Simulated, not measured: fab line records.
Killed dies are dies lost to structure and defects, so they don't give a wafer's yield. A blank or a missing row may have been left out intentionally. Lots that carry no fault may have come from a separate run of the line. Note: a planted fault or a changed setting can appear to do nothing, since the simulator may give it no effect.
Comparing a struck lot with a sound one || flow gf180mcu || 19 out of 602 route steps
Sound: these wafers, L784.3, L784.4, L784.6. The struck wafers were L796.1, L796.3, L796.5. Last of all comes the cause.
Order at every step that has rows: each side's tool, ch and its chambers, its first start. Under that, the readings that differ: sound wafers || struck wafers || difference of the means || sigmas: that difference in standard deviations of wafers without a fault.
alike: readings with means less than 2 such deviations apart, plus words and numbers identical on both sides. not compared: withheld readings, readings lacking a value on some wafer, bounds such as >300 that could conceal the same value, and numbers that have no deviation in the record and whose values overlap.
Wherever a step has rows on one side only, a row that says differs or no value, or a row with sigmas, the two part there. Non-overlapping numbers with no deviation appear without sigmas and do not part them. A reading missing from all wafers of one side parts the sides only when that side holds two or more wafers.

GF_HV_LDD_CD_MEAS_31: the cd target is 400 nm.
  sound on cd sem-02, day 11 20:05; struck on cd sem-02, day 16 03:45
{"reading": "cd nm (nm)", "sound": "403.1 402.3 403.4", "struck": "407.6 409.9 408.1", "difference": "+5.6", "sigmas": "+2"}
GF_HV_LDD_OVL_MEAS_32:
  sound on overlay-01, day 11 20:11; struck on overlay-01, day 16 03:52
{"reading": "HV_LDD_02_OVL (nm)", "sound": "-1.1 -0.9 -1.6", "struck": "2.5 2.3 3.7", "difference": "+4.0", "sigmas": "+3"}
then, 4 steps without rows for these wafers: GF_HV_LDD_IMPLANT_33; GF_HV_LDD_IMPLANT_34; GF_HV_LDD_IMPLANT_35; GF_HV_LDD_IMPLANT_36.
GF_HV_LDD_STRIP_37: strips in O2/N2.
  sound on plasma asher-03 ch 0,1, day 11 20:50; struck on plasma asher-02 ch 0,1, day 16 04:31
{"reading": "heater power w (W)", "sound": "333 346 352", "struck": "278 291 289", "difference": -58, "sigmas": -3}
  alike: chamber pressure mTorr, drypump motor current A, oes product au, strip time to endpoint s
  not compared: rf hours counter h
GF_HV_LDD_TW_MEAS_38:
  sound on film metro-04, day 11 20:56; struck on film metro-04, day 16 04:37
  alike: HV_LDD_3_TW
then, 4 steps without rows for these wafers: GF_HV_LDD_DEHYDRATE_39 (time 60 s); GF_HV_LDD_HMDS_40 (prime time 60 s); GF_HV_LDD_COAT_41 (resist thk 1000 nm); GF_HV_LDD_SOFTBAKE_42 (time 60 s).
GF_HV_LDD_EXPOSE_43: exposes mask Pplus HV AREA, target cd 400 nm.
  sound on iline stepper-02 ch 0, day 12 07:04; struck on iline stepper-02 ch 0, day 16 15:10
{"reading": "model.HV_LDD.overlay x nm (nm)", "sound": "-0.5059 -0.5059 -0.5059", "struck": "57.67 57.67 57.67", "difference": "+58.18", "sigmas": ""}
  alike: mask
then, 2 steps without rows for these wafers: GF_HV_LDD_PEB_44; GF_HV_LDD_DEVELOP_45 (develop time 60 s).
GF_HV_LDD_CD_MEAS_46: the cd target is 400 nm.
  sound on cd sem-01, day 12 16:43; struck on cd sem-02, day 17 02:00
  alike: cd nm
GF_HV_LDD_OVL_MEAS_47:
  sound on overlay-02, day 12 16:48; struck on overlay-01, day 17 02:07
{"reading": "HV_LDD_03_OVL (nm)", "sound": "-0.2 -3.8 -1.7", "struck": "56.3 56.7 56.4", "difference": "+58.4", "sigmas": "+39"}
after that, 1 step had no rows for these wafers: GF_HV_LDD_IMPLANT_48.
GF_PASSIVATION_PROBE_99:
  sound wafers here have rows in the record (prober-01, day 29 10:58); struck ones have none

## WHERE THEY PART
At GF_HV_LDD_CD_MEAS_31 first; at GF_PASSIVATION_PROBE_99 last (within this record only).

WHY: the cause the simulator had injected
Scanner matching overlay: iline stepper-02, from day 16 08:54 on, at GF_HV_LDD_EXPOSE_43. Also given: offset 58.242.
